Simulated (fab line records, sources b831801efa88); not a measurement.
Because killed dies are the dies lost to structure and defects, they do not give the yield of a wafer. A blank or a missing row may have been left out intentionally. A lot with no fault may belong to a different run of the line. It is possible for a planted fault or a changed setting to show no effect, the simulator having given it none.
Which of the tools did it?    flow sky130    6 lots (18 wafers sampled), 1 step of a 708-step route

== WHAT THE GAUGES READ, wafer by wafer ==
SKY_POLY_GATE_CD_MEAS_13: target cd 150 nm.
lot   measured      on         cd-nm (nm)
L449  day 16 20:28  cd-sem-01  149.5 148.2 148.8
L451  day 17 16:54  cd-sem-02  154.7 153.3 155.0
L454  day 19 00:39  cd-sem-01  151.1 152.3 151.0
L456  day 19 16:44  cd-sem-01  152.1 150.5 152.0
L462  day 21 19:15  cd-sem-02  148.3 150.4 148.1
L465  day 22 11:20  cd-sem-02  147.6 149.4 148.3

== TOOL THAT RAN EACH LOT (tool first, then ch and the chambers of the sampled wafers, then the start) ==
There is no process step in the record ahead of these readings.

== THE ANSWER, worked out from the rows above alone ==
Rule: usual is defined by the lots themselves. Put in order of their means at a reading, lots are off if they are a third of the lots or fewer, leave a main group of 4 or more, and stand apart from it by a gap of 3 or more times the standard deviation of the main group's means; of several such gaps the widest counts. Not used: any main group whose means are identical at the precision the tables above print for the reading. A lot without any number at a reading at which 4 lots or more have one is off too. All remaining lots with rows at the step are treated as sound.
No lot is off on any of the readings shown, so nothing can be concluded from this.

== WHAT HAD BEEN PUT IN BY THE SIMULATOR ==
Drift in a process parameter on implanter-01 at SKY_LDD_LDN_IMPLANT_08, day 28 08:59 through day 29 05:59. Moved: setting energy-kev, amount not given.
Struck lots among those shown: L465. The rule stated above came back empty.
